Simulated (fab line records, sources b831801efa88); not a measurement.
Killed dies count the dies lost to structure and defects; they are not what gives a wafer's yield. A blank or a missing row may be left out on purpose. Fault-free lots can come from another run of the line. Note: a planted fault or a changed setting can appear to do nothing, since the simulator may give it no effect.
Which tool did it?    flow gf180mcu    21 wafers from 7 lots sampled at 3 of the route's 602 steps

== WHAT THE GAUGES READ, wafer by wafer ==
GF_M4_THK_MEAS_06: measures by xrf.
lot   measured      on             M4_ALCU_THK (nm)
L866  day 24 11:24  film metro-01  450 459 456
L868  day 25 07:27  film metro-01  452 463 457
L871  day 26 05:58  film metro-01  451 446 453
L876  day 27 16:58  film metro-01  452 453 456
L878  day 28 08:52  film metro-01  457 449 453
L884  day 29 20:11  film metro-01  456 455 463
L886  day 30 10:00  film metro-04  451 452 453

== WHICH TOOL RAN EACH LOT (tool, then ch and the chambers of the sampled wafers, then the start) ==
lot   GF_V3_SPUTTER_22              GF_V3_CMP_26
L866  pvd sputter-03, day 24 10:18  cmp-01 ch 0,2,3, day 24 10:45
L868  pvd sputter-03, day 25 06:29  cmp-02 ch 0,2,3, day 25 06:52
L871  pvd sputter-03, day 26 04:59  cmp-02 ch 0,1,3, day 26 05:19
L876  pvd sputter-02, day 27 15:59  cmp-01 ch 1,2,3, day 27 16:23
L878  pvd sputter-03, day 28 07:53  cmp-01 ch 0,2,3, day 28 08:13
L884  pvd sputter-04, day 29 19:13  cmp-01 ch 0,1,3, day 29 19:33
L886  pvd sputter-02, day 30 09:02  cmp-02 ch 0,2,3, day 30 09:22
- GF_V3_SPUTTER_22: material TiN, target thk 10 nm, time 40 s.
- GF_V3_CMP_26: polishes, stops on SiO2, t overpolish 15 s, target thk 0 nm.

== THE ANSWER, worked out from the rows above alone ==
Rule: the usual values come from the lots themselves. Put in order of their means at a reading, lots are off if they are a third of the lots or fewer, leave a main group of 4 or more, and stand apart from it by a gap of 3 or more times the standard deviation of the main group's means; of several such gaps the widest counts. A main group is skipped when, at the precision printed for the reading in the tables above, its means are all equal. Also off: a lot with no number at a reading for which 4 or more lots have one. Any other lot the step has rows for is counted as sound.
None of the lots is off at any reading shown; this tells nothing.

== WHAT THE SIMULATOR PUT IN ==
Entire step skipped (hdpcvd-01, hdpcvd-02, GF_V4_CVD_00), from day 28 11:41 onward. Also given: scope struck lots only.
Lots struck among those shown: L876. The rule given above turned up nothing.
